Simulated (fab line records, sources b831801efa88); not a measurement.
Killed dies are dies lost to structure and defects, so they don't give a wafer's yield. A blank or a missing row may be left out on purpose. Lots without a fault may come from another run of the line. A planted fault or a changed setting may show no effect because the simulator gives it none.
A struck lot beside a sound one | flow sky130 | 16 steps out of a route of 708
Sound: wafers L342.2, L342.3, L342.6. Struck: wafers L341.1, L341.2, L341.6. The cause comes at the end.
At each step with rows: each side's tool, then ch and its chambers, then its first start. Under that, the readings that differ: sound wafers | struck wafers | difference of the means | sigmas: that difference in standard deviations of wafers without a fault.
alike: readings whose means differ by less than 2 such deviations, and words and numbers that are the same on both sides. not compared: withheld readings, readings that some wafer has no value for, bounds like >300 that may hide the same value, and numbers for which the record gives no deviation and whose values overlap.
The two part at a step that has a row with sigmas, a row that says differs or no value, or rows on one side only. Numbers that don't overlap but have no deviation are shown without sigmas and don't part them. A reading that every wafer of one side lacks parts them only if that side has two wafers or more.

SKY_LDD_HVN_OVL_MEAS_07:
  sound on overlay-01, day 26 23:14; struck on overlay-02, day 26 20:44
  alike: LDD_HVN_OVL
then, 1 step without rows for these wafers: SKY_LDD_HVN_IMPLANT_08.
SKY_LDD_HVN_STRIP_09: strips in O2/N2.
  sound on plasma_asher-04 ch 1, day 26 23:25; struck on plasma_asher-02 ch 0,1, day 26 20:55
  alike: drypump_motor_current_A, o2_flow_sccm, oes_product_au, strip_time_to_endpoint_s
  not compared: rf_hours_counter_h
SKY_LDD_HVN_TW_MEAS_10:
  sound on film_metro-02, day 26 23:32; struck on film_metro-04, day 26 21:01
  alike: LDD_HVN_TW
then, 7 steps without rows for these wafers: SKY_LDD_HVP_DEHYDRATE_00 (time 60 s); SKY_LDD_HVP_HMDS_01 (prime time 60 s); SKY_LDD_HVP_COAT_02 (resist thk 300 nm); SKY_LDD_HVP_SOFTBAKE_03 (time 60 s); SKY_LDD_HVP_EXPOSE_04 (exposes mask HVPTM, target cd 700 nm); SKY_LDD_HVP_PEB_05; SKY_LDD_HVP_DEVELOP_06 (develop time 60 s).
SKY_LDD_HVP_OVL_MEAS_07:
  sound on overlay-01, day 28 04:04; struck on overlay-01, day 28 01:14
  alike: LDD_HVP_OVL
SKY_LDD_HVP_IMPLANT_08:
  sound on implanter-04 ch 0, day 28 04:08; struck on implanter-03 ch 0, day 28 01:16
  reading            | sound             | struck            | difference | sigmas
  beam_on_s (s)      | 10.14 10.21 10.29 | 12.39 12.34 12.00 | +2.03      | +11
  faraday_current_uA | 94.5 94.1 93.1    | 77.3 77.4 79.9    | -15.7      | -9
SKY_LDD_HVP_STRIP_09: strips in O2/N2.
  sound on plasma_asher-01 ch 0,1, day 28 04:15; struck on plasma_asher-03 ch 0,1, day 28 01:25
  reading                      | sound             | struck            | difference | sigmas
  strip_time_to_endpoint_s (s) | 4.146 4.133 4.159 | 4.122 4.099 4.109 | -0.036     | -3
  alike: drypump_motor_current_A, o2_flow_sccm, oes_product_au
  not compared: rf_hours_counter_h
SKY_LDD_HVP_TW_MEAS_10:
  sound on film_metro-01, day 28 04:22; struck on film_metro-01, day 28 01:45
  reading    | sound       | struck      | difference | sigmas
  LDD_HVP_TW | 455 453 454 | 479 478 480 | +25        | +8
  not compared: hold
-- the record jumps here: 22 days lie between the struck wafers' starts before and after (it left off in module LDD_HVP and takes up again in module PAD_OPEN, whose first step shown is number 708 of the route) --
SKY_PAD_OPEN_PROBE_99:
  sound on prober-02, day 50 09:06; struck on prober-01, day 50 04:08
  reading                        | sound          | struck         | difference | sigmas
  model.etest.tip_p_5v.rs_ohm_sq | 2827 2841 2817 | 2484 2510 2525 | -322       |
  alike: killed_at_M0_to_M3, killed_at_M4_up, killed_at_contacts, killed_at_front_end, killed_at_other, killed_dies, killed_open, killed_short

WHERE THEY PART
First at SKY_LDD_HVP_IMPLANT_08; last, within this record, at SKY_LDD_HVP_TW_MEAS_10. Later steps at which nothing parts them and some readings are alike: SKY_PAD_OPEN_PROBE_99.

WHY: what the simulator had put in
Process parameter drift: implanter-03, from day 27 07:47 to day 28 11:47, at SKY_LDD_HVP_IMPLANT_08. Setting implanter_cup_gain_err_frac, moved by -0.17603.
